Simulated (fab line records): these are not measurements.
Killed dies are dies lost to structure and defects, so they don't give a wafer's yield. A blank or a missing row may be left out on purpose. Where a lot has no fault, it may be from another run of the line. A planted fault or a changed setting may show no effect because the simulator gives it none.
fab line records	flow sky130
[record] lots = 14	wafers = 42	last-day = 50
route steps=708 shown VIA4@650 METAL5@674
lots that met no fault: from a run of the same line without faults
start-h: hours from the record's first day to the start of the lot's first wafer shown	wait-h: hours from the lot's prior step to this one	" unchanged from the row above	L1.1+2: a row that stands for several wafers	- no value, or no start given	* or withheld: withheld	< > ~ a bound
route shown NAME@n: names a module that has steps shown in the file, with the first one's number in the route	usual: mean/standard deviation taken from wafers without a fault	same: alike in all rows	chamber/n: place in a boat	sites: per-site readings	_std_site: standard deviation of those values	_edge_site: mean of outer sites minus mean of inner sites	radius-mm: for every site, how far away it sits from the centre of the wafer	mask NAME#n: copy n	behind: tool/chamber where the wafer was last shaped	hold: the reason the lot was held/the length of the hold in hours/how it ended	device: which transistor (n, p or np) failed to switch	end of line: tests of these same wafers at the route's end	a step given without rows: its recipe and nothing more	killed: dies that structure and defects cost at the first sort, which is not the same as the wafer's yield	map: a wafer's dies, marking killed ones x, the rest . and places with no die _
set.NAME: the setting as run; set.NAME@STEP: as run at that earlier step	model.NAME: the simulator's own value behind a step, which no gauge read
route steps across a sampled set of lots; one table per step, one row per wafer
services: from which hour (start-h, from the record's first day; less than 0 if before it) a tool's chamber was out of use, for how many hours, and why
[[steps]]
[step SKY_VIA4_OVL_MEAS_11]
[usual] VIA4_OVL = -0.8/1.4
lot.wafer	tool	chamber	start-h	wait-h	VIA4_OVL[nm]
L394.1	overlay-02	-	1015.46	0.1	0.0
L394.3	"	-	"	"	0.1
L394.5	"	-	"	"	0.7
L396.2	overlay-01	-	1036.28	0.1	-0.7
L396.4	"	-	"	"	-0.6
L396.6	"	-	"	"	-1.3
L397.1	overlay-01	-	1039.72	0.1	-2.0
L397.5	"	-	"	"	-1.7
L397.6	"	-	"	"	-2.7
L398.3	overlay-02	-	1044.74	0.1	-0.3
L398.4	"	-	"	"	-0.3
L398.5	"	-	"	"	-1.2
L399.1	overlay-02	-	1049.92	0.1	0.1
L399.2	"	-	"	"	-1.0
L399.3	"	-	"	"	-2.8
L400.1	overlay-02	-	1053.66	0.1	-2.7
L400.3	"	-	"	"	-1.2
L400.6	"	-	"	"	-2.2
L401.2	overlay-01	-	1065.22	0.1	-0.3
L401.5	"	-	"	"	0.3
L401.6	"	-	"	"	-2.5
L403.2	overlay-02	-	1075.43	0.1	-0.4
L403.3	"	-	"	"	1.0
L403.5	"	-	"	"	-1.2
L407.1	overlay-02	-	1103.73	0.1	0.5
L407.2	"	-	"	"	0.5
L407.4	"	-	"	"	-0.2
L408.1	overlay-02	-	1115.22	0.1	-0.5
L408.3	"	-	"	"	-0.5
L408.4	"	-	"	"	-0.8
L410.2	overlay-02	-	1123.43	0.1	0.0
L410.3	"	-	"	"	-0.8
L410.4	"	-	"	"	-3.2
L412.1	overlay-02	-	1132.08	0.1	-3.2
L412.3	"	-	"	"	-2.9
L412.5	"	-	"	"	-2.9
L414.2	overlay-02	-	1145.13	0.1	-0.2
L414.3	"	-	"	"	0.3
L414.5	"	-	"	"	1.4
L415.4	overlay-01	-	1145.48	0.1	-2.3
L415.5	"	-	"	"	-4.6
L415.6	"	-	"	"	-1.9
[step SKY_METAL5_DEVELOP_13]
[recipe] resist = NOVOLAK	developer = TMAH	develop-time-s = 60	dev-temp-c = 23
[usual] chill-plate-temp-C = 23.01/0.1	develop-time-s = 60/0
lot.wafer	tool	chamber	start-h	wait-h	chill-plate-temp-C	develop-time-s
L394.1	litho-track-03	0	1039.36	0.1	22.98	60
L394.3	"	0	"	"	23.08	60
L394.5	"	0	"	"	22.99	60
L396.2	litho-track-03	0	1059.94	0.1	23.00	60
L396.4	"	0	"	"	23.02	60
L396.6	"	0	"	"	23.03	60
L397.1	litho-track-02	0	1063.23	0.1	23.07	60
L397.5	"	0	"	"	23.01	60
L397.6	"	0	"	"	23.27	60
L398.3	litho-track-02	-	1067.88	0.1	-	-
L398.4	"	-	"	"	-	-
L398.5	"	-	"	"	-	-
L399.1	litho-track-02	-	1072.73	0.1	-	-
L399.2	"	-	"	"	-	-
L399.3	"	-	"	"	-	-
L400.1	litho-track-02	0	1076.78	0.1	23.02	60
L400.3	"	0	"	"	23.06	60
L400.6	"	0	"	"	22.98	60
L401.2	litho-track-04	0	1087.65	0.1	23.01	60
L401.5	"	0	"	"	22.93	60
L401.6	"	0	"	"	22.99	60
L403.2	litho-track-04	0	1103.55	0.1	23.06	60
L403.3	"	0	"	"	23.06	60
L403.5	"	0	"	"	23.07	60
L407.1	litho-track-03	0	1124.31	0.1	22.90	60
L407.2	"	0	"	"	23.15	60
L407.4	"	0	"	"	22.91	60
L408.1	litho-track-02	0	1135.33	0.1	23.16	60
L408.3	"	0	"	"	23.02	60
L408.4	"	0	"	"	23.02	60
L410.2	litho-track-03	0	1143.09	0.1	22.82	60
L410.3	"	0	"	"	22.96	60
L410.4	"	0	"	"	22.92	60
L412.1	litho-track-02	0	1151.93	0.1	22.90	60
L412.3	"	0	"	"	22.96	60
L412.5	"	0	"	"	22.90	60
L414.2	litho-track-04	0	1164.50	0.1	23.14	60
L414.3	"	0	"	"	23.05	60
L414.5	"	0	"	"	23.07	60
L415.4	litho-track-03	0	1164.84	0.1	22.98	60
L415.5	"	0	"	"	23.09	60
L415.6	"	0	"	"	23.19	60
[step SKY_METAL5_DESCUM_14]
[recipe] chemistry = O2	source-power-w = 150	bias-power-w = 0	pressure-mtorr = 10	temp-c = 40	time-s = 11
[usual] drypump-motor-current-A = 5.8/0.38	oes-product-au = 0.999/0.01
lot.wafer	tool	chamber	start-h	wait-h	drypump-motor-current-A	oes-product-au	rf-hours-counter-h
L394.1	rie-metal-03	0	1039.51	0.1	5.5	1.006	7
L394.3	"	0	"	"	5.5	1.005	-
L394.5	"	0	"	"	5.4	1.007	-
L396.2	rie-metal-03	1	1060.06	0.1	6.1	1.007	18
L396.4	"	1	"	"	6.1	1.002	-
L396.6	"	0	"	"	5.4	1.013	-
L397.1	rie-metal-03	1	1063.38	0.1	6.1	0.994	19
L397.5	"	1	"	"	6.1	1.004	-
L397.6	"	0	"	"	5.4	1.004	-
L398.3	rie-metal-03	1	1067.99	0.1	6.1	1.003	-
L398.4	"	0	"	"	5.5	1.002	-
L398.5	"	0	"	"	5.5	1.003	-
L399.1	rie-metal-03	0	1072.88	0.1	5.4	1.013	10
L399.2	"	1	"	"	6.1	1.007	20
L399.3	"	1	"	"	6.1	1.015	-
L400.1	rie-metal-03	1	1076.93	0.1	6.1	1.007	20
L400.3	"	0	"	"	5.4	1.005	-
L400.6	"	0	"	"	5.4	0.996	-
L401.2	rie-metal-03	1	1087.77	0.1	6.1	1.014	21
L401.5	"	0	"	"	5.4	1.012	-
L401.6	"	1	"	"	6.1	1.007	-
L403.2	rie-metal-03	1	1103.67	0.1	6.1	1.009	22
L403.3	"	0	"	"	5.4	1.014	-
L403.5	"	1	"	"	6.1	1.001	-
L407.1	rie-metal-03	1	1124.46	0.1	6.1	1.007	23
L407.2	"	0	"	"	5.4	0.998	13
L407.4	"	1	"	"	6.1	1.002	-
L408.1	rie-metal-02	1	1135.48	0.1	6.7	0.979	25
L408.3	"	0	"	"	6.0	0.995	-
L408.4	"	1	"	"	6.6	0.992	-
L410.2	rie-metal-01	1	1143.21	0.1	5.3	0.989	32
L410.3	"	1	"	"	5.3	0.994	-
L410.4	"	0	"	"	5.5	0.986	-
L412.1	rie-metal-01	0	1152.08	0.1	5.5	0.988	2
L412.3	"	0	"	"	5.5	0.989	-
L412.5	"	0	"	"	5.5	0.988	-
L414.2	rie-metal-01	0	1164.63	0.1	5.5	0.982	-
L414.3	"	0	"	"	5.5	0.987	-
L414.5	"	0	"	"	5.5	0.987	-
L415.4	rie-metal-03	1	1164.93	0.1	6.1	1.010	-
L415.5	"	0	"	"	5.4	1.004	-
L415.6	"	1	"	"	6.1	0.995	-
[step SKY_METAL5_STRIP_16]
[recipe] chemistry = O2/N2	power-w = 1400	pressure-mtorr = 1500	platen-temp-c = withheld	o2-flow-sccm = 3000	n2-flow-sccm = 300	overash-fraction = 0.5
[usual] drypump-motor-current-A = 5.5/0.47	oes-product-au = 0.710/0.0044	strip-time-to-endpoint-s = 13.06/0.14
lot.wafer	tool	chamber	start-h	wait-h	drypump-motor-current-A	oes-product-au	rf-hours-counter-h	strip-time-to-endpoint-s
L394.1	plasma-asher-02	1	1039.78	0.2	5.2	0.712	91	12.84
L394.3	"	0	"	"	6.3	0.718	-	12.92
L394.5	"	1	"	"	5.2	0.710	-	12.78
L396.2	plasma-asher-02	1	1060.33	0.2	5.2	0.708	93	12.96
L396.4	"	1	"	"	5.2	0.703	-	13.00
L396.6	"	1	"	"	5.2	0.707	-	12.97
L397.1	plasma-asher-04	1	1063.65	0.2	5.5	0.714	30	13.00
L397.5	"	0	"	"	6.0	0.708	-	12.98
L397.6	"	1	"	"	5.5	0.716	-	13.00
L398.3	plasma-asher-03	1	1068.28	0.1	5.0	0.712	-	12.98
L398.4	"	0	"	"	5.0	0.712	-	12.95
L398.5	"	1	"	"	5.1	0.712	-	13.01
L399.1	plasma-asher-04	0	1073.15	0.2	6.0	0.708	31	12.76
L399.2	"	1	"	"	5.5	0.706	31	12.82
L399.3	"	0	"	"	6.0	0.713	-	12.96
L400.1	plasma-asher-04	0	1077.20	0.2	6.0	0.703	32	13.01
L400.3	"	0	"	"	6.0	0.708	-	12.98
L400.6	"	0	"	"	6.0	0.711	-	12.97
L401.2	plasma-asher-04	1	1088.04	0.2	5.5	0.706	33	12.91
L401.5	"	1	"	"	5.5	0.715	-	12.85
L401.6	"	0	"	"	6.0	0.706	-	12.98
L403.2	plasma-asher-02	1	1103.94	0.2	5.2	0.714	97	12.97
L403.3	"	0	"	"	6.2	0.701	-	12.90
L403.5	"	0	"	"	6.2	0.710	-	12.94
L407.1	plasma-asher-03	1	1124.73	0.2	5.0	0.716	5	12.96
L407.2	"	0	"	"	5.0	0.709	5	12.94
L407.4	"	0	"	"	5.0	0.706	-	12.91
L408.1	plasma-asher-03	0	1135.75	0.2	5.1	0.712	7	13.37
L408.3	"	0	"	"	5.0	0.706	-	13.18
L408.4	"	1	"	"	5.1	0.713	-	13.23
L410.2	plasma-asher-02	0	1143.48	0.2	6.3	0.710	101	13.18
L410.3	"	0	"	"	6.3	0.703	-	13.13
L410.4	"	1	"	"	5.2	0.711	-	13.11
L412.1	plasma-asher-03	1	1152.35	0.2	5.1	0.707	8	13.07
L412.3	"	0	"	"	5.0	0.707	-	13.10
L412.5	"	0	"	"	5.0	0.715	-	13.09
L414.2	plasma-asher-02	1	1165.16	0.3	5.2	0.704	103	13.18
L414.3	"	1	"	"	5.2	0.709	-	13.18
L414.5	"	0	"	"	6.3	0.710	-	13.23
L415.4	plasma-asher-03	0	1165.22	0.1	5.1	0.705	-	13.14
L415.5	"	1	"	"	5.1	0.706	-	13.01
L415.6	"	0	"	"	5.0	0.711	-	13.03
[[services]]
tool	chamber	start-h	hours	kind
litho-track-04	-	1017.84	-	consumable-replace:filter
rie-metal-01	-	1021.74	0.5	repair
plasma-asher-03	-	1055.25	9.0	pm
plasma-asher-03	0	1055.25	9.0	vent-cycle
plasma-asher-03	1	1055.25	9.0	vent-cycle
plasma-asher-03	0	1064.25	-	clean
plasma-asher-03	1	1064.25	-	clean
rie-metal-02	1	1069.52	7.4	repair
rie-metal-03	-	1069.58	1.2	repair
litho-track-03	-	1095.36	-	consumable-replace:filter
rie-metal-02	-	1103.29	1.7	repair
rie-metal-03	-	1106.00	1.9	repair
rie-metal-01	0	1115.08	-	clean
rie-metal-01	0	1115.08	-	consumable-replace:focus-ring
rie-metal-01	0	1115.08	16.3	scheduled-down
rie-metal-01	0	1115.08	16.3	vent-cycle
rie-metal-02	1	1138.95	-	clean
rie-metal-02	1	1138.95	-	consumable-replace:focus-ring
rie-metal-01	-	1139.80	1.7	repair
rie-metal-01	1	1156.90	-	clean
rie-metal-01	1	1156.90	-	consumable-replace:focus-ring
rie-metal-01	1	1156.90	25.8	scheduled-down
rie-metal-01	1	1156.90	25.8	vent-cycle
plasma-asher-02	-	1157.82	2.9	repair
[[key]]
[first-sign] step = SKY_METAL5_DEVELOP_13	reading = tool-record	direction = missing
effect none on later readings
met-at SKY_METAL5_DEVELOP_13
struck-lots L398,L399
later-rows-left-out L398.3,L398.4,L398.5,L399.1,L399.2,L399.3
sort-left-out L398.3,L398.4,L398.5,L399.1,L399.2,L399.3
not-acting-at SKY_VIA4_OVL_MEAS_11,SKY_METAL5_DESCUM_14,SKY_METAL5_STRIP_16
onset-between 1063.23 1067.88
[fault] kind = skipped-step-whole	tool = litho-track-02	chamber = -	onset-h = 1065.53	steps = SKY_METAL5_DEVELOP_13	scope = struck-lots-only
// sort-left-out: the simulated sort isn't trusted on such a fault, so these wafers' sort isn't shown, and their yield isn't known
// later-rows-left-out: the simulator's readings of these wafers behind a module that went badly wrong aren't trusted and aren't shown, but for the sort
